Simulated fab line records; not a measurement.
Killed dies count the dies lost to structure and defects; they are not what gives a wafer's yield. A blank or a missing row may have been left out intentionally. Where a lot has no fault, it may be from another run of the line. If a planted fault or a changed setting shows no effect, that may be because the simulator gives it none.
The tool behind it: which one?	flow sky130	14 lots, 42 wafers sampled, at 3 steps of a route of 708

## WHAT THE GAUGES SHOWED, per wafer
SKY_METAL1_CD_MEAS_15: target cd 140 nm.
lot	measured	on	cd-nm (nm)
L220	day 33 01:35	cd-sem-02	139.1 140.0 140.3
L222	day 33 14:04	cd-sem-02	141.6 141.6 141.8
L223	day 33 19:58	cd-sem-01	142.6 141.1 141.4
L224	day 35 00:53	cd-sem-02	139.9 140.2 140.8
L225	day 35 02:56	cd-sem-02	141.8 140.3 140.6
L227	day 35 03:34	cd-sem-02	139.8 141.0 139.7
L226	day 35 05:28	cd-sem-02	140.0 140.5 139.3
L228	day 35 10:54	cd-sem-02	138.2 140.1 138.3
L233	day 37 05:46	cd-sem-02	140.7 138.9 140.1
L234	day 37 09:47	cd-sem-01	141.6 141.4 140.5
L237	day 38 00:28	cd-sem-01	137.0 138.3 136.9
L239	day 39 05:26	cd-sem-01	140.2 138.0 137.0
L242	day 39 14:25	cd-sem-01	137.5 138.2 138.1
L243	day 39 21:37	cd-sem-01	141.4 139.7 140.5

## TOOL THAT RAN EACH LOT (tool first, then ch and the chambers of the sampled wafers, then the start)
lot	SKY_CONTACT_SPUTTER_23	SKY_METAL1_SPUTTER_02
L220	pvd-sputter-01, day 31 21:22	pvd-sputter-03, day 31 22:04
L222	pvd-sputter-02, day 32 10:16	pvd-sputter-01, day 32 10:58
L223	pvd-sputter-01, day 32 16:02	pvd-sputter-01, day 32 16:44
L224	pvd-sputter-01, day 33 21:34	pvd-sputter-03, day 33 22:16
L225	pvd-sputter-01, day 33 23:25	pvd-sputter-01, day 34 00:07
L227	pvd-sputter-03, day 33 23:44	pvd-sputter-04, day 34 00:26
L226	pvd-sputter-02, day 34 02:22	pvd-sputter-03, day 34 03:04
L228	pvd-sputter-01, day 34 06:50	pvd-sputter-03, day 34 07:32
L233	pvd-sputter-01, day 36 03:24	pvd-sputter-01, day 36 04:06
L234	pvd-sputter-03, day 36 07:08	pvd-sputter-01, day 36 07:50
L237	pvd-sputter-01, day 36 22:03	pvd-sputter-03, day 36 22:46
L239	pvd-sputter-03, day 38 03:59	pvd-sputter-01, day 38 04:41
L242	pvd-sputter-03, day 38 12:17	pvd-sputter-01, day 38 12:59
L243	pvd-sputter-01, day 38 19:36	pvd-sputter-03, day 38 20:18
- SKY_CONTACT_SPUTTER_23: material TiN, target thk 20 nm, time 80 s.
- SKY_METAL1_SPUTTER_02: material AlCu, target thk 250 nm, time 13.3 s.

## WHAT THE TOOLS THEMSELVES READ (means of the sampled wafers that have a number; where no wafer has one, the mark that the record gives instead)
SKY_CONTACT_SPUTTER_23.
lot	tool	throttle-valve-pct (%)
L220	pvd-sputter-01	29.3
L222	pvd-sputter-02	30.7
L223	pvd-sputter-01	30.0
L224	pvd-sputter-01	30.0
L225	pvd-sputter-01	30.8
L227	pvd-sputter-03	30.1
L226	pvd-sputter-02	28.8
L228	pvd-sputter-01	29.6
L233	pvd-sputter-01	29.4
L234	pvd-sputter-03	29.9
L237	pvd-sputter-01	29.7
L239	pvd-sputter-03	29.8
L242	pvd-sputter-03	30.0
L243	pvd-sputter-01	30.4

SKY_METAL1_SPUTTER_02.
lot	tool	throttle-valve-pct (%)
L220	pvd-sputter-03	30.6
L222	pvd-sputter-01	29.6
L223	pvd-sputter-01	29.5
L224	pvd-sputter-03	30.2
L225	pvd-sputter-01	29.4
L227	pvd-sputter-04	30.3
L226	pvd-sputter-03	29.6
L228	pvd-sputter-03	30.5
L233	pvd-sputter-01	30.3
L234	pvd-sputter-01	29.5
L237	pvd-sputter-03	29.9
L239	pvd-sputter-01	30.8
L242	pvd-sputter-01	30.3
L243	pvd-sputter-03	29.5

## THE ANSWER, worked out from the rows above alone
Rule: the usual values come from the lots themselves. Put in order of their means at a reading, lots are off if they are a third of the lots or fewer, leave a main group of 4 or more, and stand apart from it by a gap of 3 or more times the standard deviation of the main group's means; of several such gaps the widest counts. If all means in a main group match to the digits the tables above print for the reading, that group is not used. A lot without any number at a reading at which 4 lots or more have one is off too. The other lots that the step has rows for count as sound. Order of review: gauges by route order, followed by the tools' own readings, for which a lot's mean as printed above is used. The first step at which some lot is off is used, and at that step the reading that is off furthest; a lot without a number counts as furthest.
Nothing can be told from this: no lot is off at any reading shown.

## WHAT THE SIMULATOR PUT IN
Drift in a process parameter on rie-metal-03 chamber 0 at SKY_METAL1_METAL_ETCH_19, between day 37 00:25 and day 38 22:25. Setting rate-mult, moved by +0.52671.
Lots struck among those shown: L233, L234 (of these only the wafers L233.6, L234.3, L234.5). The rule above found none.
